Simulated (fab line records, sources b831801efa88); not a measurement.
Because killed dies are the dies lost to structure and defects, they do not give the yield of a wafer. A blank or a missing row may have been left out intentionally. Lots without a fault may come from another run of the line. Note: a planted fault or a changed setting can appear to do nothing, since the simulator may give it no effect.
fab line records :: flow gf180mcu
record:
  lots: 14
  wafers: 42
  last-day: 34
route steps=602 shown NSD@262 SAB@274 SALICIDE@286 CONTACT@288
lots untouched by any fault: they come from a run of this same line in which no faults occurred
start-h: hours from the record's opening day to when the first of the lot's shown wafers began :: wait-h: hours since the lot's step before :: " repeats the value in the row above :: L1.1+2: a single row standing in for several wafers :: - no value present, or no start provided :: * or withheld: withheld :: < > ~ a bound
route shown NAME@n: names a module that has steps shown in the file, with the first one's number in the route :: usual: mean/standard deviation taken from wafers without a fault :: same: alike in all rows :: chamber/n: place in a boat :: sites: per-site readings :: _std_site: how widely they spread, as a standard deviation :: _edge_site: the outer-site mean with the inner-site mean subtracted :: radius-mm: for every site, how far away it sits from the centre of the wafer :: mask NAME#n: copy n :: behind: the most recent tool/chamber to have shaped the wafer :: hold: reason for holding the lot/hours on hold/outcome of the hold :: device: which transistor (n, p or np) failed to switch :: end of line: tests of these same wafers at the route's end :: where a step has no rows: the recipe by itself :: killed: at the first sort, the dies lost to defects and structure; wafer yield is something else :: map: the dies of a wafer, with x for killed, . for not killed, _ for no die there
set.NAME: setting as actually run; set.NAME@STEP: the setting as run at that earlier step :: model.NAME: the simulator's own value behind a step, which no gauge read
steps of the route over a sample of lots; a table a step, a row a wafer
== steps ==
step: GF_PSD_RS_MEAS_14
recipe:
  thk-meas-gauge: four-point-probe
usual:
  NSD_RS: 46.12/0.081
lot.wafer: L265.1
tool: film-metro-03
chamber: -
start-h: 344.11
wait-h: 0.1
NSD_RS[ohm/sq]: 46.07

lot.wafer: L265.2
tool: film-metro-03
chamber: -
start-h: 344.11
wait-h: 0.1
NSD_RS[ohm/sq]: 46.16

lot.wafer: L265.3
tool: film-metro-03
chamber: -
start-h: 344.11
wait-h: 0.1
NSD_RS[ohm/sq]: 46.06

lot.wafer: L266.1
tool: film-metro-04
chamber: -
start-h: 349.19
wait-h: 0.1
NSD_RS[ohm/sq]: 46.09

lot.wafer: L266.2
tool: film-metro-04
chamber: -
start-h: 349.19
wait-h: 0.1
NSD_RS[ohm/sq]: 46.06

lot.wafer: L266.6
tool: film-metro-04
chamber: -
start-h: 349.19
wait-h: 0.1
NSD_RS[ohm/sq]: 46.14

lot.wafer: L267.1
tool: film-metro-02
chamber: -
start-h: 359.16
wait-h: 0.1
NSD_RS[ohm/sq]: 46.14

lot.wafer: L267.3
tool: film-metro-02
chamber: -
start-h: 359.16
wait-h: 0.1
NSD_RS[ohm/sq]: 46.12

lot.wafer: L267.6
tool: film-metro-02
chamber: -
start-h: 359.16
wait-h: 0.1
NSD_RS[ohm/sq]: 46.19

lot.wafer: L269.2
tool: film-metro-02
chamber: -
start-h: 362.90
wait-h: 0.1
NSD_RS[ohm/sq]: 46.04

lot.wafer: L269.3
tool: film-metro-02
chamber: -
start-h: 362.90
wait-h: 0.1
NSD_RS[ohm/sq]: 46.10

lot.wafer: L269.5
tool: film-metro-02
chamber: -
start-h: 362.90
wait-h: 0.1
NSD_RS[ohm/sq]: 46.06

lot.wafer: L268.1
tool: film-metro-02
chamber: -
start-h: 363.48
wait-h: 0.1
NSD_RS[ohm/sq]: 46.14

lot.wafer: L268.2
tool: film-metro-02
chamber: -
start-h: 363.48
wait-h: 0.1
NSD_RS[ohm/sq]: 46.20

lot.wafer: L268.5
tool: film-metro-02
chamber: -
start-h: 363.48
wait-h: 0.1
NSD_RS[ohm/sq]: 46.18

lot.wafer: L276.1
tool: film-metro-02
chamber: -
start-h: 422.04
wait-h: 0.1
NSD_RS[ohm/sq]: 46.20

lot.wafer: L276.4
tool: film-metro-02
chamber: -
start-h: 422.04
wait-h: 0.1
NSD_RS[ohm/sq]: 46.16

lot.wafer: L276.6
tool: film-metro-02
chamber: -
start-h: 422.04
wait-h: 0.1
NSD_RS[ohm/sq]: 46.26

lot.wafer: L277.2
tool: film-metro-03
chamber: -
start-h: 432.92
wait-h: 0.1
NSD_RS[ohm/sq]: 46.18

lot.wafer: L277.3
tool: film-metro-03
chamber: -
start-h: 432.92
wait-h: 0.1
NSD_RS[ohm/sq]: 46.17

lot.wafer: L277.5
tool: film-metro-03
chamber: -
start-h: 432.92
wait-h: 0.1
NSD_RS[ohm/sq]: 46.06

lot.wafer: L279.2
tool: film-metro-02
chamber: -
start-h: 449.30
wait-h: 0.1
NSD_RS[ohm/sq]: 46.19

lot.wafer: L279.3
tool: film-metro-02
chamber: -
start-h: 449.30
wait-h: 0.1
NSD_RS[ohm/sq]: 46.15

lot.wafer: L279.4
tool: film-metro-02
chamber: -
start-h: 449.30
wait-h: 0.1
NSD_RS[ohm/sq]: 46.18

lot.wafer: L280.1
tool: film-metro-02
chamber: -
start-h: 456.22
wait-h: 0.1
NSD_RS[ohm/sq]: 46.17

lot.wafer: L280.2
tool: film-metro-02
chamber: -
start-h: 456.22
wait-h: 0.1
NSD_RS[ohm/sq]: 46.11

lot.wafer: L280.5
tool: film-metro-02
chamber: -
start-h: 456.22
wait-h: 0.1
NSD_RS[ohm/sq]: 46.30

lot.wafer: L281.2
tool: film-metro-02
chamber: -
start-h: 470.67
wait-h: 0.1
NSD_RS[ohm/sq]: 46.06

lot.wafer: L281.5
tool: film-metro-02
chamber: -
start-h: 470.67
wait-h: 0.1
NSD_RS[ohm/sq]: 45.97

lot.wafer: L281.6
tool: film-metro-02
chamber: -
start-h: 470.67
wait-h: 0.1
NSD_RS[ohm/sq]: 46.09

lot.wafer: L282.1
tool: film-metro-02
chamber: -
start-h: 480.03
wait-h: 0.1
NSD_RS[ohm/sq]: 46.22

lot.wafer: L282.3
tool: film-metro-02
chamber: -
start-h: 480.03
wait-h: 0.1
NSD_RS[ohm/sq]: 46.23

lot.wafer: L282.6
tool: film-metro-02
chamber: -
start-h: 480.03
wait-h: 0.1
NSD_RS[ohm/sq]: 46.23

lot.wafer: L283.1
tool: film-metro-03
chamber: -
start-h: 488.28
wait-h: 0.1
NSD_RS[ohm/sq]: 46.13

lot.wafer: L283.4
tool: film-metro-03
chamber: -
start-h: 488.28
wait-h: 0.1
NSD_RS[ohm/sq]: 46.09

lot.wafer: L283.6
tool: film-metro-03
chamber: -
start-h: 488.28
wait-h: 0.1
NSD_RS[ohm/sq]: 46.12

lot.wafer: L284.2
tool: film-metro-03
chamber: -
start-h: 498.79
wait-h: 0.1
NSD_RS[ohm/sq]: 46.22

lot.wafer: L284.4
tool: film-metro-03
chamber: -
start-h: 498.79
wait-h: 0.1
NSD_RS[ohm/sq]: 46.15

lot.wafer: L284.5
tool: film-metro-03
chamber: -
start-h: 498.79
wait-h: 0.1
NSD_RS[ohm/sq]: 46.12

lot.wafer: L286.1
tool: film-metro-04
chamber: -
start-h: 507.32
wait-h: 0.1
NSD_RS[ohm/sq]: 46.14

lot.wafer: L286.4
tool: film-metro-04
chamber: -
start-h: 507.32
wait-h: 0.1
NSD_RS[ohm/sq]: 46.08

lot.wafer: L286.6
tool: film-metro-04
chamber: -
start-h: 507.32
wait-h: 0.1
NSD_RS[ohm/sq]: 46.01
step: GF_SAB_OVL_MEAS_10
usual:
  SAB_OVL: 0.0/1.4
lot.wafer: L265.1
tool: overlay-01
chamber: -
start-h: 366.33
wait-h: 0.1
SAB_OVL[nm]: 0.3

lot.wafer: L265.2
tool: overlay-01
chamber: -
start-h: 366.33
wait-h: 0.1
SAB_OVL[nm]: -0.5

lot.wafer: L265.3
tool: overlay-01
chamber: -
start-h: 366.33
wait-h: 0.1
SAB_OVL[nm]: -1.2

lot.wafer: L266.1
tool: overlay-02
chamber: -
start-h: 371.94
wait-h: 0.1
SAB_OVL[nm]: -1.8

lot.wafer: L266.2
tool: overlay-02
chamber: -
start-h: 371.94
wait-h: 0.1
SAB_OVL[nm]: -0.9

lot.wafer: L266.6
tool: overlay-02
chamber: -
start-h: 371.94
wait-h: 0.1
SAB_OVL[nm]: -2.4

lot.wafer: L267.1
tool: overlay-01
chamber: -
start-h: 381.44
wait-h: 0.1
SAB_OVL[nm]: -0.9

lot.wafer: L267.3
tool: overlay-01
chamber: -
start-h: 381.44
wait-h: 0.1
SAB_OVL[nm]: -1.2

lot.wafer: L267.6
tool: overlay-01
chamber: -
start-h: 381.44
wait-h: 0.1
SAB_OVL[nm]: -1.7

lot.wafer: L269.2
tool: overlay-01
chamber: -
start-h: 385.42
wait-h: 0.1
SAB_OVL[nm]: 1.9

lot.wafer: L269.3
tool: overlay-01
chamber: -
start-h: 385.42
wait-h: 0.1
SAB_OVL[nm]: 0.9

lot.wafer: L269.5
tool: overlay-01
chamber: -
start-h: 385.42
wait-h: 0.1
SAB_OVL[nm]: 1.5

lot.wafer: L268.1
tool: overlay-01
chamber: -
start-h: 386.07
wait-h: 0.1
SAB_OVL[nm]: -0.5

lot.wafer: L268.2
tool: overlay-01
chamber: -
start-h: 386.07
wait-h: 0.1
SAB_OVL[nm]: 1.5

lot.wafer: L268.5
tool: overlay-01
chamber: -
start-h: 386.07
wait-h: 0.1
SAB_OVL[nm]: 0.2

lot.wafer: L276.1
tool: overlay-01
chamber: -
start-h: 446.87
wait-h: 0.1
SAB_OVL[nm]: 1.3

lot.wafer: L276.4
tool: overlay-01
chamber: -
start-h: 446.87
wait-h: 0.1
SAB_OVL[nm]: 0.2

lot.wafer: L276.6
tool: overlay-01
chamber: -
start-h: 446.87
wait-h: 0.1
SAB_OVL[nm]: 1.3

lot.wafer: L277.2
tool: overlay-01
chamber: -
start-h: 457.37
wait-h: 0.1
SAB_OVL[nm]: -1.3

lot.wafer: L277.3
tool: overlay-01
chamber: -
start-h: 457.37
wait-h: 0.1
SAB_OVL[nm]: 0.0

lot.wafer: L277.5
tool: overlay-01
chamber: -
start-h: 457.37
wait-h: 0.1
SAB_OVL[nm]: -0.6

lot.wafer: L279.2
tool: overlay-01
chamber: -
start-h: 473.10
wait-h: 0.1
SAB_OVL[nm]: -0.9

lot.wafer: L279.3
tool: overlay-01
chamber: -
start-h: 473.10
wait-h: 0.1
SAB_OVL[nm]: -0.4

lot.wafer: L279.4
tool: overlay-01
chamber: -
start-h: 473.10
wait-h: 0.1
SAB_OVL[nm]: -1.5

lot.wafer: L280.1
tool: overlay-01
chamber: -
start-h: 480.14
wait-h: 0.1
SAB_OVL[nm]: -0.6

lot.wafer: L280.2
tool: overlay-01
chamber: -
start-h: 480.14
wait-h: 0.1
SAB_OVL[nm]: 1.1

lot.wafer: L280.5
tool: overlay-01
chamber: -
start-h: 480.14
wait-h: 0.1
SAB_OVL[nm]: 1.1

lot.wafer: L281.2
tool: overlay-01
chamber: -
start-h: 495.37
wait-h: 0.1
SAB_OVL[nm]: 0.4

lot.wafer: L281.5
tool: overlay-01
chamber: -
start-h: 495.37
wait-h: 0.1
SAB_OVL[nm]: 0.6

lot.wafer: L281.6
tool: overlay-01
chamber: -
start-h: 495.37
wait-h: 0.1
SAB_OVL[nm]: 0.3

lot.wafer: L282.1
tool: overlay-01
chamber: -
start-h: 503.44
wait-h: 0.1
SAB_OVL[nm]: 1.8

lot.wafer: L282.3
tool: overlay-01
chamber: -
start-h: 503.44
wait-h: 0.1
SAB_OVL[nm]: 1.9

lot.wafer: L282.6
tool: overlay-01
chamber: -
start-h: 503.44
wait-h: 0.1
SAB_OVL[nm]: 0.9

lot.wafer: L283.1
tool: overlay-01
chamber: -
start-h: 511.17
wait-h: 0.1
SAB_OVL[nm]: 0.9

lot.wafer: L283.4
tool: overlay-01
chamber: -
start-h: 511.17
wait-h: 0.1
SAB_OVL[nm]: -0.5

lot.wafer: L283.6
tool: overlay-01
chamber: -
start-h: 511.17
wait-h: 0.1
SAB_OVL[nm]: -0.9

lot.wafer: L284.2
tool: overlay-01
chamber: -
start-h: 521.97
wait-h: 0.1
SAB_OVL[nm]: -0.9

lot.wafer: L284.4
tool: overlay-01
chamber: -
start-h: 521.97
wait-h: 0.1
SAB_OVL[nm]: -0.7

lot.wafer: L284.5
tool: overlay-01
chamber: -
start-h: 521.97
wait-h: 0.1
SAB_OVL[nm]: -3.1

lot.wafer: L286.1
tool: overlay-02
chamber: -
start-h: 529.74
wait-h: 0.1
SAB_OVL[nm]: 0.5

lot.wafer: L286.4
tool: overlay-02
chamber: -
start-h: 529.74
wait-h: 0.1
SAB_OVL[nm]: 0.5

lot.wafer: L286.6
tool: overlay-02
chamber: -
start-h: 529.74
wait-h: 0.1
SAB_OVL[nm]: -1.1
step: GF_SALICIDE_RTA_08
recipe:
  temp-c: 800
  time-s: 30
  ambient: N2
usual:
  anneal-temp-c-max: 803.1/1.4
  chamber-o2-ppm: 2.006/0.019
  lamp-power-pct: 17.0/0.77
  wafer_temp_C_max: 803.8/0.83
lot.wafer: L265.1
tool: rtp-anneal-01
chamber: 0
start-h: 367.14
wait-h: 0.0
anneal-temp-c-max: 803.9
chamber-o2-ppm: 2.000
lamp-power-pct: 18.2
wafer_temp_C_max: 803.9

lot.wafer: L265.2
tool: rtp-anneal-01
chamber: 0
start-h: 367.14
wait-h: 0.0
anneal-temp-c-max: 804.8
chamber-o2-ppm: 2.003
lamp-power-pct: 18.2
wafer_temp_C_max: 802.6

lot.wafer: L265.3
tool: rtp-anneal-01
chamber: 0
start-h: 367.14
wait-h: 0.0
anneal-temp-c-max: 805.0
chamber-o2-ppm: 2.010
lamp-power-pct: 18.1
wafer_temp_C_max: 803.1

lot.wafer: L266.1
tool: rtp-anneal-02
chamber: 0
start-h: 372.79
wait-h: 0.0
anneal-temp-c-max: 802.8
chamber-o2-ppm: 2.026
lamp-power-pct: 16.4
wafer_temp_C_max: 803.2

lot.wafer: L266.2
tool: rtp-anneal-02
chamber: 0
start-h: 372.79
wait-h: 0.0
anneal-temp-c-max: 803.3
chamber-o2-ppm: 2.000
lamp-power-pct: 16.4
wafer_temp_C_max: 803.5

lot.wafer: L266.6
tool: rtp-anneal-02
chamber: 0
start-h: 372.79
wait-h: 0.0
anneal-temp-c-max: 802.8
chamber-o2-ppm: 2.038
lamp-power-pct: 16.4
wafer_temp_C_max: 803.9

lot.wafer: L267.1
tool: rtp-anneal-02
chamber: 0
start-h: 382.25
wait-h: 0.0
anneal-temp-c-max: 801.8
chamber-o2-ppm: 2.019
lamp-power-pct: 16.5
wafer_temp_C_max: 803.8

lot.wafer: L267.3
tool: rtp-anneal-02
chamber: 0
start-h: 382.25
wait-h: 0.0
anneal-temp-c-max: 801.7
chamber-o2-ppm: 2.036
lamp-power-pct: 16.4
wafer_temp_C_max: 803.2

lot.wafer: L267.6
tool: rtp-anneal-02
chamber: 0
start-h: 382.25
wait-h: 0.0
anneal-temp-c-max: 802.5
chamber-o2-ppm: 2.017
lamp-power-pct: 16.5
wafer_temp_C_max: 804.9

lot.wafer: L269.2
tool: rtp-anneal-02
chamber: 0
start-h: 386.24
wait-h: 0.0
anneal-temp-c-max: 803.3
chamber-o2-ppm: 1.993
lamp-power-pct: 16.5
wafer_temp_C_max: 805.1

lot.wafer: L269.3
tool: rtp-anneal-02
chamber: 0
start-h: 386.24
wait-h: 0.0
anneal-temp-c-max: 802.6
chamber-o2-ppm: 2.007
lamp-power-pct: 16.5
wafer_temp_C_max: 803.8

lot.wafer: L269.5
tool: rtp-anneal-02
chamber: 0
start-h: 386.24
wait-h: 0.0
anneal-temp-c-max: 803.2
chamber-o2-ppm: 2.039
lamp-power-pct: 16.5
wafer_temp_C_max: 804.3

lot.wafer: L268.1
tool: rtp-anneal-02
chamber: 0
start-h: 386.88
wait-h: 0.0
anneal-temp-c-max: 801.7
chamber-o2-ppm: 1.985
lamp-power-pct: 16.5
wafer_temp_C_max: 803.2

lot.wafer: L268.2
tool: rtp-anneal-02
chamber: 0
start-h: 386.88
wait-h: 0.0
anneal-temp-c-max: 802.2
chamber-o2-ppm: 2.001
lamp-power-pct: 16.4
wafer_temp_C_max: 804.7

lot.wafer: L268.5
tool: rtp-anneal-02
chamber: 0
start-h: 386.88
wait-h: 0.0
anneal-temp-c-max: 801.6
chamber-o2-ppm: 1.988
lamp-power-pct: 16.5
wafer_temp_C_max: 804.4

lot.wafer: L276.1
tool: rtp-anneal-02
chamber: -
start-h: 447.69
wait-h: 0.0
anneal-temp-c-max: -
chamber-o2-ppm: -
lamp-power-pct: -
wafer_temp_C_max: -

lot.wafer: L276.4
tool: rtp-anneal-02
chamber: -
start-h: 447.69
wait-h: 0.0
anneal-temp-c-max: -
chamber-o2-ppm: -
lamp-power-pct: -
wafer_temp_C_max: -

lot.wafer: L276.6
tool: rtp-anneal-02
chamber: -
start-h: 447.69
wait-h: 0.0
anneal-temp-c-max: -
chamber-o2-ppm: -
lamp-power-pct: -
wafer_temp_C_max: -

lot.wafer: L277.2
tool: rtp-anneal-02
chamber: -
start-h: 458.23
wait-h: 0.0
anneal-temp-c-max: -
chamber-o2-ppm: -
lamp-power-pct: -
wafer_temp_C_max: -

lot.wafer: L277.3
tool: rtp-anneal-02
chamber: -
start-h: 458.23
wait-h: 0.0
anneal-temp-c-max: -
chamber-o2-ppm: -
lamp-power-pct: -
wafer_temp_C_max: -

lot.wafer: L277.5
tool: rtp-anneal-02
chamber: -
start-h: 458.23
wait-h: 0.0
anneal-temp-c-max: -
chamber-o2-ppm: -
lamp-power-pct: -
wafer_temp_C_max: -

lot.wafer: L279.2
tool: rtp-anneal-02
chamber: 0
start-h: 473.93
wait-h: 0.0
anneal-temp-c-max: 802.1
chamber-o2-ppm: 2.021
lamp-power-pct: 16.5
wafer_temp_C_max: 805.5

lot.wafer: L279.3
tool: rtp-anneal-02
chamber: 0
start-h: 473.93
wait-h: 0.0
anneal-temp-c-max: 801.7
chamber-o2-ppm: 2.003
lamp-power-pct: 16.4
wafer_temp_C_max: 804.1

lot.wafer: L279.4
tool: rtp-anneal-02
chamber: 0
start-h: 473.93
wait-h: 0.0
anneal-temp-c-max: 802.1
chamber-o2-ppm: 1.967
lamp-power-pct: 16.5
wafer_temp_C_max: 804.2

lot.wafer: L280.1
tool: rtp-anneal-01
chamber: 0
start-h: 480.96
wait-h: 0.0
anneal-temp-c-max: 805.4
chamber-o2-ppm: 1.994
lamp-power-pct: 18.1
wafer_temp_C_max: 802.8

lot.wafer: L280.2
tool: rtp-anneal-01
chamber: 0
start-h: 480.96
wait-h: 0.0
anneal-temp-c-max: 803.9
chamber-o2-ppm: 2.001
lamp-power-pct: 18.2
wafer_temp_C_max: 803.0

lot.wafer: L280.5
tool: rtp-anneal-01
chamber: 0
start-h: 480.96
wait-h: 0.0
anneal-temp-c-max: 806.8
chamber-o2-ppm: 2.001
lamp-power-pct: 18.1
wafer_temp_C_max: 803.2

lot.wafer: L281.2
tool: rtp-anneal-02
chamber: 0
start-h: 496.18
wait-h: 0.0
anneal-temp-c-max: 802.2
chamber-o2-ppm: 1.995
lamp-power-pct: 16.5
wafer_temp_C_max: 803.6

lot.wafer: L281.5
tool: rtp-anneal-02
chamber: 0
start-h: 496.18
wait-h: 0.0
anneal-temp-c-max: 802.8
chamber-o2-ppm: 1.977
lamp-power-pct: 16.5
wafer_temp_C_max: 804.0

lot.wafer: L281.6
tool: rtp-anneal-02
chamber: 0
start-h: 496.18
wait-h: 0.0
anneal-temp-c-max: 803.4
chamber-o2-ppm: 1.996
lamp-power-pct: 16.4
wafer_temp_C_max: 805.0

lot.wafer: L282.1
tool: rtp-anneal-02
chamber: 0
start-h: 504.29
wait-h: 0.0
anneal-temp-c-max: 802.1
chamber-o2-ppm: 2.024
lamp-power-pct: 16.5
wafer_temp_C_max: 803.2

lot.wafer: L282.3
tool: rtp-anneal-02
chamber: 0
start-h: 504.29
wait-h: 0.0
anneal-temp-c-max: 802.8
chamber-o2-ppm: 2.004
lamp-power-pct: 16.4
wafer_temp_C_max: 804.2

lot.wafer: L282.6
tool: rtp-anneal-02
chamber: 0
start-h: 504.29
wait-h: 0.0
anneal-temp-c-max: 802.0
chamber-o2-ppm: 2.000
lamp-power-pct: 16.4
wafer_temp_C_max: 803.6

lot.wafer: L283.1
tool: rtp-anneal-02
chamber: 0
start-h: 511.98
wait-h: 0.0
anneal-temp-c-max: 802.1
chamber-o2-ppm: 2.036
lamp-power-pct: 16.5
wafer_temp_C_max: 803.8

lot.wafer: L283.4
tool: rtp-anneal-02
chamber: 0
start-h: 511.98
wait-h: 0.0
anneal-temp-c-max: 802.3
chamber-o2-ppm: 2.017
lamp-power-pct: 16.4
wafer_temp_C_max: 804.3

lot.wafer: L283.6
tool: rtp-anneal-02
chamber: 0
start-h: 511.98
wait-h: 0.0
anneal-temp-c-max: 801.9
chamber-o2-ppm: 2.021
lamp-power-pct: 16.4
wafer_temp_C_max: 802.9

lot.wafer: L284.2
tool: rtp-anneal-01
chamber: 0
start-h: 522.78
wait-h: 0.0
anneal-temp-c-max: 803.8
chamber-o2-ppm: 2.009
lamp-power-pct: 18.2
wafer_temp_C_max: 802.8

lot.wafer: L284.4
tool: rtp-anneal-01
chamber: 0
start-h: 522.78
wait-h: 0.0
anneal-temp-c-max: 805.5
chamber-o2-ppm: 1.987
lamp-power-pct: 18.1
wafer_temp_C_max: 802.5

lot.wafer: L284.5
tool: rtp-anneal-01
chamber: 0
start-h: 522.78
wait-h: 0.0
anneal-temp-c-max: 805.0
chamber-o2-ppm: 1.986
lamp-power-pct: 18.2
wafer_temp_C_max: 803.7

lot.wafer: L286.1
tool: rtp-anneal-02
chamber: 0
start-h: 530.58
wait-h: 0.0
anneal-temp-c-max: 802.2
chamber-o2-ppm: 2.024
lamp-power-pct: 16.4
wafer_temp_C_max: 803.0

lot.wafer: L286.4
tool: rtp-anneal-02
chamber: 0
start-h: 530.58
wait-h: 0.0
anneal-temp-c-max: 802.4
chamber-o2-ppm: 2.012
lamp-power-pct: 16.5
wafer_temp_C_max: 803.1

lot.wafer: L286.6
tool: rtp-anneal-02
chamber: 0
start-h: 530.58
wait-h: 0.0
anneal-temp-c-max: 802.1
chamber-o2-ppm: 2.003
lamp-power-pct: 16.5
wafer_temp_C_max: 804.3
step: GF_CONTACT_THK_MEAS_01
recipe:
  reads: SiO2_of_CONTACT_CVD_00
usual:
  CONTACT_CVD_00_THK: 298/3.4
lot.wafer: L265.1
tool: film-metro-03
chamber: -
start-h: 367.28
wait-h: 0.0
CONTACT_CVD_00_THK[nm]: 297

lot.wafer: L265.2
tool: film-metro-03
chamber: -
start-h: 367.28
wait-h: 0.0
CONTACT_CVD_00_THK[nm]: 295

lot.wafer: L265.3
tool: film-metro-03
chamber: -
start-h: 367.28
wait-h: 0.0
CONTACT_CVD_00_THK[nm]: 297

lot.wafer: L266.1
tool: film-metro-04
chamber: -
start-h: 372.93
wait-h: 0.0
CONTACT_CVD_00_THK[nm]: 296

lot.wafer: L266.2
tool: film-metro-04
chamber: -
start-h: 372.93
wait-h: 0.0
CONTACT_CVD_00_THK[nm]: 293

lot.wafer: L266.6
tool: film-metro-04
chamber: -
start-h: 372.93
wait-h: 0.0
CONTACT_CVD_00_THK[nm]: 297

lot.wafer: L267.1
tool: film-metro-01
chamber: -
start-h: 382.39
wait-h: 0.0
CONTACT_CVD_00_THK[nm]: 305

lot.wafer: L267.3
tool: film-metro-01
chamber: -
start-h: 382.39
wait-h: 0.0
CONTACT_CVD_00_THK[nm]: 304

lot.wafer: L267.6
tool: film-metro-01
chamber: -
start-h: 382.39
wait-h: 0.0
CONTACT_CVD_00_THK[nm]: 301

lot.wafer: L269.2
tool: film-metro-04
chamber: -
start-h: 386.38
wait-h: 0.0
CONTACT_CVD_00_THK[nm]: 302

lot.wafer: L269.3
tool: film-metro-04
chamber: -
start-h: 386.38
wait-h: 0.0
CONTACT_CVD_00_THK[nm]: 302

lot.wafer: L269.5
tool: film-metro-04
chamber: -
start-h: 386.38
wait-h: 0.0
CONTACT_CVD_00_THK[nm]: 303

lot.wafer: L268.1
tool: film-metro-04
chamber: -
start-h: 387.03
wait-h: 0.0
CONTACT_CVD_00_THK[nm]: 298

lot.wafer: L268.2
tool: film-metro-04
chamber: -
start-h: 387.03
wait-h: 0.0
CONTACT_CVD_00_THK[nm]: 301

lot.wafer: L268.5
tool: film-metro-04
chamber: -
start-h: 387.03
wait-h: 0.0
CONTACT_CVD_00_THK[nm]: 298

lot.wafer: L279.2
tool: film-metro-04
chamber: -
start-h: 474.07
wait-h: 0.0
CONTACT_CVD_00_THK[nm]: 300

lot.wafer: L279.3
tool: film-metro-04
chamber: -
start-h: 474.07
wait-h: 0.0
CONTACT_CVD_00_THK[nm]: 298

lot.wafer: L279.4
tool: film-metro-04
chamber: -
start-h: 474.07
wait-h: 0.0
CONTACT_CVD_00_THK[nm]: 296

lot.wafer: L280.1
tool: film-metro-04
chamber: -
start-h: 481.11
wait-h: 0.0
CONTACT_CVD_00_THK[nm]: 302

lot.wafer: L280.2
tool: film-metro-04
chamber: -
start-h: 481.11
wait-h: 0.0
CONTACT_CVD_00_THK[nm]: 293

lot.wafer: L280.5
tool: film-metro-04
chamber: -
start-h: 481.11
wait-h: 0.0
CONTACT_CVD_00_THK[nm]: 299

lot.wafer: L281.2
tool: film-metro-04
chamber: -
start-h: 496.32
wait-h: 0.0
CONTACT_CVD_00_THK[nm]: 306

lot.wafer: L281.5
tool: film-metro-04
chamber: -
start-h: 496.32
wait-h: 0.0
CONTACT_CVD_00_THK[nm]: 300

lot.wafer: L281.6
tool: film-metro-04
chamber: -
start-h: 496.32
wait-h: 0.0
CONTACT_CVD_00_THK[nm]: 302

lot.wafer: L282.1
tool: film-metro-04
chamber: -
start-h: 504.44
wait-h: 0.0
CONTACT_CVD_00_THK[nm]: 299

lot.wafer: L282.3
tool: film-metro-04
chamber: -
start-h: 504.44
wait-h: 0.0
CONTACT_CVD_00_THK[nm]: 301

lot.wafer: L282.6
tool: film-metro-04
chamber: -
start-h: 504.44
wait-h: 0.0
CONTACT_CVD_00_THK[nm]: 298

lot.wafer: L283.1
tool: film-metro-01
chamber: -
start-h: 512.12
wait-h: 0.0
CONTACT_CVD_00_THK[nm]: 294

lot.wafer: L283.4
tool: film-metro-01
chamber: -
start-h: 512.12
wait-h: 0.0
CONTACT_CVD_00_THK[nm]: 296

lot.wafer: L283.6
tool: film-metro-01
chamber: -
start-h: 512.12
wait-h: 0.0
CONTACT_CVD_00_THK[nm]: 292

lot.wafer: L284.2
tool: film-metro-03
chamber: -
start-h: 522.92
wait-h: 0.0
CONTACT_CVD_00_THK[nm]: 295

lot.wafer: L284.4
tool: film-metro-03
chamber: -
start-h: 522.92
wait-h: 0.0
CONTACT_CVD_00_THK[nm]: 301

lot.wafer: L284.5
tool: film-metro-03
chamber: -
start-h: 522.92
wait-h: 0.0
CONTACT_CVD_00_THK[nm]: 297

lot.wafer: L286.1
tool: film-metro-01
chamber: -
start-h: 530.72
wait-h: 0.0
CONTACT_CVD_00_THK[nm]: 300

lot.wafer: L286.4
tool: film-metro-01
chamber: -
start-h: 530.72
wait-h: 0.0
CONTACT_CVD_00_THK[nm]: 295

lot.wafer: L286.6
tool: film-metro-01
chamber: -
start-h: 530.72
wait-h: 0.0
CONTACT_CVD_00_THK[nm]: 300
== key ==
first-sign:
  step: GF_SALICIDE_RTA_08
  reading: tool-record
  direction: missing
effect none on later readings
met-at GF_SALICIDE_RTA_08
struck-lots L276,L277
later-rows-left-out L276.1,L276.4,L276.6,L277.2,L277.3,L277.5
sort-left-out L276.1,L276.4,L276.6,L277.2,L277.3,L277.5
tester-left-out L276,L277
not-acting-at GF_PSD_RS_MEAS_14,GF_SAB_OVL_MEAS_10,GF_CONTACT_THK_MEAS_01
onset-between 386.88 447.69
fault:
  kind: skipped-step-whole
  tool: rtp-anneal-02
  chamber: -
  onset-h: 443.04
  steps: GF_SALICIDE_RTA_08
  scope: struck-lots-only
tester-left-out: of these lots the tester's yield and bins aren't shown, on N5 and GAA mostly nor the transistor test; their killed dies are dies lost to structure and defects alone, not to doping, threshold or leakage, so they don't give the yield
sort-left-out: the simulated sort isn't trusted on such a fault, so these wafers' sort isn't shown, and their yield isn't known
later-rows-left-out: the simulator's readings of these wafers behind a module that went badly wrong aren't trusted and aren't shown, but for the sort
